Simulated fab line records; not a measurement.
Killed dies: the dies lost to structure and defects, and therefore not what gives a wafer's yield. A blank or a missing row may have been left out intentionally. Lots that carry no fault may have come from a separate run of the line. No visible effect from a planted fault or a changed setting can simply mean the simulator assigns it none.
Matching of chambers | flow sky130 | 4 sister chambers for SKY_VIA1_CMP_24 on cmp-02
The step polishes, stops on SiO2, t overpolish 15 s, target thk 0 nm. 4 wafers are shown with their chamber, then 10 later ones without.

## EACH WAFER AND ITS CHAMBER
wafer  | chamber | motor-current-A (A)
L084.5 | 3       | 12.5
L084.6 | 2       | 13.0
L089.3 | 1       | 10.4
L089.4 | 0       | 10.2

## WAFERS WHOSE CHAMBER IS MISSING
wafer  | motor-current-A (A)
L089.5 | 10.8
L090.2 | 12.8
L090.3 | 12.4
L090.5 | 12.6
L095.1 | 12.7
L095.3 | 10.4
L095.6 | 11.2
L097.1 | 12.2
L097.3 | 13.0
L097.4 | 10.3

## WHICH CHAMBER EACH ONE RAN IN
wafer  | from the rows above          | in truth
L089.5 | can't be placed: 1 or 0      | 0
L090.2 | can't be placed: 2 or 3      | 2
L090.3 | can't be placed: 3 or 2      | 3
L090.5 | can't be placed: 3 or 2      | 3
L095.1 | can't be placed: 3 or 2      | 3
L095.3 | can't be placed: 1 or 0      | 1
L095.6 | can't be placed: 1 or 0 or 3 | 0
L097.1 | can't be placed: 3 or 2      | 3
L097.3 | can't be placed: 2 or 3      | 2
L097.4 | can't be placed: 1 or 0      | 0
Placed correctly: 0 of 10. Can't be placed from these rows: 10 (the true chamber is among the candidates in 10). Placed wrongly: 0.
How it was worked out, from the rows above alone: a wafer's distance from a chamber is the root of the sum, over the readings, of the square of ((its reading less the chamber's mean) divided by the reading's scatter). The wafer belongs to the nearest chamber; if the next one is less than 2 further off, it can't be placed. For every chamber, the mean is computed from those of its wafers that are shown. The scatter: with one shown wafer a chamber, the root of the mean of the squares of how far each hidden wafer lies from its nearest shown one.
